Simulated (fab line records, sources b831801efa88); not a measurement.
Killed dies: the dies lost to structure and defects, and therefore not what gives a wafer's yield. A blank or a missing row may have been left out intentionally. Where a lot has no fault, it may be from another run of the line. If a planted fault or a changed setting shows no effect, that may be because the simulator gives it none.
The tool behind it: which one? | flow sky130 | 42 wafers from 14 lots sampled at 2 of the route's 708 steps

== WHAT THE GAUGES SHOWED, per wafer ==
SKY_CAP2M_THK_MEAS_01.
lot  | measured     | on            | CAP2M_CVD_00_THK (nm)
L629 | day 39 22:47 | film_metro-01 | 15.50 15.22 15.44
L630 | day 40 01:51 | film_metro-02 | 15.39 15.39 15.45
L631 | day 40 10:25 | film_metro-01 | 15.65 15.63 15.63
L632 | day 40 15:43 | film_metro-04 | 15.53 15.80 15.77
L633 | day 41 03:34 | film_metro-02 | 15.44 16.06 15.69
L635 | day 41 15:50 | film_metro-01 | 15.33 15.48 15.67
L634 | day 41 20:07 | film_metro-01 | 15.52 15.57 15.59
L636 | day 42 04:47 | film_metro-04 | 15.39 15.45 15.68
L637 | day 42 13:25 | film_metro-01 | 15.69 15.63 16.08
L638 | day 42 22:22 | film_metro-04 | 15.24 15.49 15.43
L644 | day 44 08:59 | film_metro-04 | 15.01 15.22 15.50
L646 | day 44 16:57 | film_metro-01 | 15.40 15.44 15.46
L650 | day 45 22:44 | film_metro-04 | 15.69 15.74 15.86
L651 | day 46 02:34 | film_metro-02 | 15.59 15.42 15.67

SKY_CAP2M_THK_MEAS_04: measures by xrf.
lot  | measured     | on            | CAP2M_TIN_THK (nm)
L629 | day 39 23:05 | film_metro-02 | 202.9 200.2 201.2
L630 | day 40 02:08 | film_metro-01 | 198.9 199.4 200.5
L631 | day 40 10:42 | film_metro-02 | 199.0 200.4 200.4
L632 | day 40 16:01 | film_metro-02 | 201.9 202.3 199.9
L633 | day 41 03:52 | film_metro-04 | 201.2 201.7 198.4
L635 | day 41 16:08 | film_metro-04 | 199.7 198.3 200.5
L634 | day 41 20:24 | film_metro-04 | 199.9 199.7 198.1
L636 | day 42 05:04 | film_metro-02 | 201.8 204.6 204.7
L637 | day 42 13:42 | film_metro-04 | 201.6 202.2 199.4
L638 | day 42 22:39 | film_metro-02 | 203.4 203.1 204.8
L644 | day 44 09:16 | film_metro-02 | 205.3 205.2 205.0
L646 | day 44 17:14 | film_metro-01 | 198.7 198.5 199.9
L650 | day 45 23:01 | film_metro-02 | 202.9 199.3 200.1
L651 | day 46 02:52 | film_metro-04 | 199.6 199.6 201.1

== EACH LOT AND THE TOOL THAT RAN IT (in order: tool; ch and the chambers of the sampled wafers; start) ==
The record shows no process step preceding these readings.

== WHAT THE TOOLS THEMSELVES READ (means of the sampled wafers that have a number; where no wafer has one, the mark that the record gives instead) ==
The record holds no such reading with a usual standard deviation.

== THE ANSWER, worked out from the rows above alone ==
Rule: usual is defined by the lots themselves. Put in order of their means at a reading, lots are off if they are a third of the lots or fewer, leave a main group of 4 or more, and stand apart from it by a gap of 3 or more times the standard deviation of the main group's means; of several such gaps the widest counts. A main group whose means are all the same, to the digits that the tables above print for the reading, isn't used. A lot without any number at a reading at which 4 lots or more have one is off too. All remaining lots with rows at the step are treated as sound. After the gauges, taken in route order, come the tools' own readings; for these a lot's mean is taken, as printed above. The first step at which some lot is off is used, and at that step the reading that is off furthest; a lot without a number counts as furthest.
None of the lots is off at any reading shown; this tells nothing.

== WHAT WAS PUT IN BY THE SIMULATOR ==
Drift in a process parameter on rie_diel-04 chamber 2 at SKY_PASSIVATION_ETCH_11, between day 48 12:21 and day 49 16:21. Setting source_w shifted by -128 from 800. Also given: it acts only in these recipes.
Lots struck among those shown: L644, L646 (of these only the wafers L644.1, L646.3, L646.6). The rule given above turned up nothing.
